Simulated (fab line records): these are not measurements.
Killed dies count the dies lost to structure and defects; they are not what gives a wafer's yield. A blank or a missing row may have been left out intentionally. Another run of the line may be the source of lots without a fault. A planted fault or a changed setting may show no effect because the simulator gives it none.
Struck lot and sound lot, side by side -- flow sfqLine -- 20 steps out of a route of 325
Sound: the wafers L134.1, L134.3, L134.5. Wafers struck: L133.1, L133.5, L133.6. At the end, the cause is stated.
Order at every step that has rows: each side's tool, ch and its chambers, its first start. Under that, the readings that differ: sound wafers -- struck wafers -- difference of the means -- sigmas: that difference in standard deviations of wafers without a fault.
alike: same words and numbers on both sides, and readings whose means sit less than 2 such deviations apart. not compared: any withheld reading, any reading some wafer has no value for, any bound like >300 that may hide the same value, and any number with overlapping values for which the record gives no deviation.
A row with sigmas, a row that says differs or no value, or rows on one side alone: a step with any of these is where the two part. When numbers do not overlap yet have no deviation, they are printed without sigmas and do not part them. Lack of a reading on every wafer of one side parts them only where that side has two or more wafers.

first, 2 steps without rows for these wafers: SFQ_TRILAYER_C5_LITHO_PEB_154 (peb time 60 s); SFQ_TRILAYER_C5_LITHO_DEVELOP_153 (time 60 s).
SFQ_C5_OVL_MEAS_937:
  sound on overlay-01, day 73 06:53; struck on overlay-01, day 72 23:34
  alike: C5_OVL
SFQ_TRILAYER_C5_BARC_OPEN_VIA_ETCH_210: etches BARC in O2, target depth 125 nm, time 41.7 s.
  sound on rieDiel-04 ch 0,1, day 73 06:55; struck on rieDiel-01 ch 2,3, day 72 23:36
reading,sound,struck,difference,sigmas
drypumpMotorCurrentA (A),4.7 5.7 4.7,6.4 6.5 6.2,+1.3,+2
  alike: biasW, oesProductAu, rfFwdPowerW
  not compared: rfHoursCounterH
SFQ_TRILAYER_C5_ETCH_VIA_ETCH_154: etches SiO2 in CHF3, stops on Nb, target depth 84 nm.
  sound on rieDiel-04 ch 0,1, day 73 06:58; struck on rieDiel-01 ch 2,3, day 72 23:38
reading,sound,struck,difference,sigmas
drypumpMotorCurrentA (A),4.7 5.7 4.7,6.4 6.4 6.2,+1.3,+2
  alike: biasW, oesProductAu, rfFwdPowerW
SFQ_TRILAYER_C5_STRIP_STRIP_155: strips in O2.
  sound on rieMetal-04 ch 0, day 73 07:01; struck on rieMetal-01 ch 0,1, day 72 23:41
  alike: drypumpMotorCurrentA, oesProductAu, platenTempC
  not compared: rfHoursCounterH
then, 2 steps without rows for these wafers: SFQ_TRILAYER_C5_STRIP_SOLV_CLEAN_156 (cleans in NMP, time 600 s); SFQ_TRILAYER_M6_DEP_PRE_CLEAN_158 (time 22.5 s).
SFQ_TRILAYER_M6_DEP_SPUTTER_157: material Nb, target thk 200 nm, time 133.3 s.
  sound on pvdSputter-06, day 73 07:49; struck on pvdSputter-04, day 73 00:29
reading,sound,struck,difference,sigmas
substrateTempC (C),19.86 19.99 19.98,20.25 20.25 20.10,+0.26,+2
  alike: throttleValvePct
SFQ_M6_RS_MEAS_938: uses a four-point probe to measure.
  sound on filmMetro-04, day 73 07:55; struck on filmMetro-01, day 73 00:35
  alike: M6_NB_RS
then, 1 step without rows for these wafers: SFQ_TRILAYER_M6_LITHO_COAT_164 (resist thk 62 nm).
SFQ_TRILAYER_M6_LITHO_COAT_159: resist thk 600 nm.
  sound on lithoTrack-02 ch 0, day 73 08:23; struck on lithoTrack-03 ch 0, day 73 01:04
reading,sound,struck,difference,sigmas
chillPlateTempC (C),23.18 23.12 23.20,22.88 22.73 22.85,-0.35,-3
spinSpeedRpm (rpm),2997.7 2997.3 2996.0,4061.6 4060.5 4060.4,+1063.8,+99 or more
model.KrF_of_TRILAYER_M6_LITHO_COAT_159.thkNm (nm),600.3 601.6 600.8,515.3 515.4 513.4,-86.2,
  alike: resistLineTempC
then, 4 steps without rows for these wafers: SFQ_TRILAYER_M6_LITHO_SOFTBAKE_163; SFQ_TRILAYER_M6_LITHO_EXPOSE_160 (exposes mask M6, target cd 500 nm); SFQ_TRILAYER_M6_LITHO_PEB_162 (peb time 60 s); SFQ_TRILAYER_M6_LITHO_DEVELOP_161 (time 60 s).
-- the record jumps here: 5 days lie between the struck wafers' starts before and after --
SFQ_M6_OVL_MEAS_940:
  sound on overlay-02, day 77 20:28; struck on overlay-02, day 77 13:16
  alike: M6_OVL
SFQ_TRILAYER_M6_BARC_OPEN_METAL_ETCH_206: etches BARC in O2, target depth 125 nm, time 41.7 s.
  sound on rieMetal-03 ch 0,1, day 77 20:30; struck on rieMetal-01 ch 0,1, day 77 13:18
  alike: biasW, drypumpMotorCurrentA, oesProductAu, rfFwdPowerW
  not compared: rfHoursCounterH, model.M6.cdNm
SFQ_TRILAYER_M6_ETCH_METAL_ETCH_162: etches Nb in Cl2/Ar, stops on SiO2, target depth 240 nm, time 120 s.
  sound on rieMetal-03 ch 0,1, day 77 20:34; struck on rieMetal-01 ch 0,1, day 77 13:22
reading,sound,struck,difference,sigmas
model.KrF_of_TRILAYER_M6_LITHO_COAT_159.thkNm (nm),380.3 389.2 380.8,302 300.7 295.5,-84,
  alike: biasW, drypumpMotorCurrentA, oesProductAu, rfFwdPowerW
  not compared: rfHoursCounterH
SFQ_TRILAYER_M6_STRIP_STRIP_163: strips in O2.
  sound on rieMetal-03 ch 0,1, day 77 20:41; struck on rieMetal-01 ch 0,1, day 77 13:29
  alike: drypumpMotorCurrentA, oesProductAu, platenTempC
  not compared: rfHoursCounterH

WHERE THEY PART
First at SFQ_TRILAYER_C5_BARC_OPEN_VIA_ETCH_210; last, within this record, at SFQ_TRILAYER_M6_LITHO_COAT_159. Later steps at which nothing parts them and some readings are alike: SFQ_M6_OVL_MEAS_940, SFQ_TRILAYER_M6_BARC_OPEN_METAL_ETCH_206, SFQ_TRILAYER_M6_ETCH_METAL_ETCH_162, SFQ_TRILAYER_M6_STRIP_STRIP_163.

WHY: the cause the simulator had injected
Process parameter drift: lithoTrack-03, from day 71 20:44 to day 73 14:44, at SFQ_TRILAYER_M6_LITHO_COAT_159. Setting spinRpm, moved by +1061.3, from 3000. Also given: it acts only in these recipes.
